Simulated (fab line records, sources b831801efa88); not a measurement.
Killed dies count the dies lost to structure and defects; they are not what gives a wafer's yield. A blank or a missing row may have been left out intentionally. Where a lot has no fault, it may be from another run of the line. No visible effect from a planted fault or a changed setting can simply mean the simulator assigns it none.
2 desks, one fault | flow sky130 | numbers are kept per desk, each desk with only its own; the story behind them comes last

## THE METROLOGY DESK
Lot by lot, what the gauges showed, no matter which tool ran the lot: averages of those sampled wafers that carry a number. Any lot whose mean is over 4 standard deviations away from the usual mean is out of limits and marked OUT; that distance is given in the brackets.
Columns: A = CAP2M_OVL at SKY_CAP2M_OVL_MEAS_12, usual 0.2 nm; B = VIA4_HDPCVD_THK at SKY_VIA4_THK_MEAS_01, usual 1743 nm; C = VIA4_W_RS at SKY_VIA4_RS_MEAS_19, usual 0.2274 ohm/sq
lot  | first seen here | A    | B              | C
L928 | day 41 06:31    | 2.4  | 1742           | 0.2289
L929 | day 41 08:50    | 2.9  | 1774           | 0.2266
L932 | day 42 14:41    | -0.5 | 1748           | 0.2269
L933 | day 42 16:25    | -1.1 | 1701           | 0.2268
L934 | day 42 23:17    | 1.1  | 1746           | 0.2227
L935 | day 43 00:35    | -0.9 | 1728           | 0.2272
L937 | day 43 18:14    | 0.5  | 2625 (+37) OUT | 0.2307
L941 | day 44 03:57    | -2.2 | 2618 (+36) OUT | 0.2276
L942 | day 44 11:35    | 0.7  | 1736           | 0.2280
L944 | day 44 23:03    | 0.1  | 1758           | 0.2277
L946 | day 45 11:42    | 2.3  | 1730           | 0.2282
L949 | day 46 11:29    | 0.1  | 1752           | 0.2288
This desk reports L937, L941 out of limits; the earliest was L937 at day 44 17:23 (VIA4_HDPCVD_THK at SKY_VIA4_THK_MEAS_01). L928, L929, L932, L933, L934, L935, L942, L944, L946, L949 stayed within limits.

## DESK OF THE TOOL OWNER: hdpcvd-01
The tool's own readings at SKY_VIA4_HDPCVD_00 (deposits SiO2, target thk 1750 nm, time 291.7 s): means of the sampled wafers that have a number, for each lot that ran on this tool. Any lot whose mean is over 4 standard deviations away from the usual mean is out of limits and marked OUT; that distance is given in the brackets.
Columns: A = sih4 flow sccm at SKY_VIA4_HDPCVD_00, usual 60.00 sccm
lot  | first seen here | A
L929 | day 42 09:53    | 59.92
L932 | day 43 15:37    | 60.00
L937 | day 44 17:12    | 90.06 (+99 or more) OUT
L941 | day 45 03:34    | 90.04 (+99 or more) OUT
Finding of this desk: L937, L941 out of limits; the first was L937 at day 44 17:12, on sih4 flow sccm at SKY_VIA4_HDPCVD_00. L929, L932 stayed within limits.

## TAKEN TOGETHER
At day 44 17:12, on L937, L941, the tool owner's desk was in a position to raise an alarm.
On L937, L941, the metrology desk was in a position to raise an alarm at day 44 17:23.
The lots listed all ran SKY_VIA4_HDPCVD_00 on hdpcvd-01.

## WHAT THE SIMULATOR HAD INSERTED
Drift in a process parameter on hdpcvd-01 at SKY_VIA4_HDPCVD_00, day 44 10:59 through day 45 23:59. Setting sih4 flow sccm shifted by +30 from 60. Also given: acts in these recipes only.
Lots struck among those shown: L937, L941.
Fault start to first reading out of limits, in hours, per desk: tool owner, 6; metrology, 6.
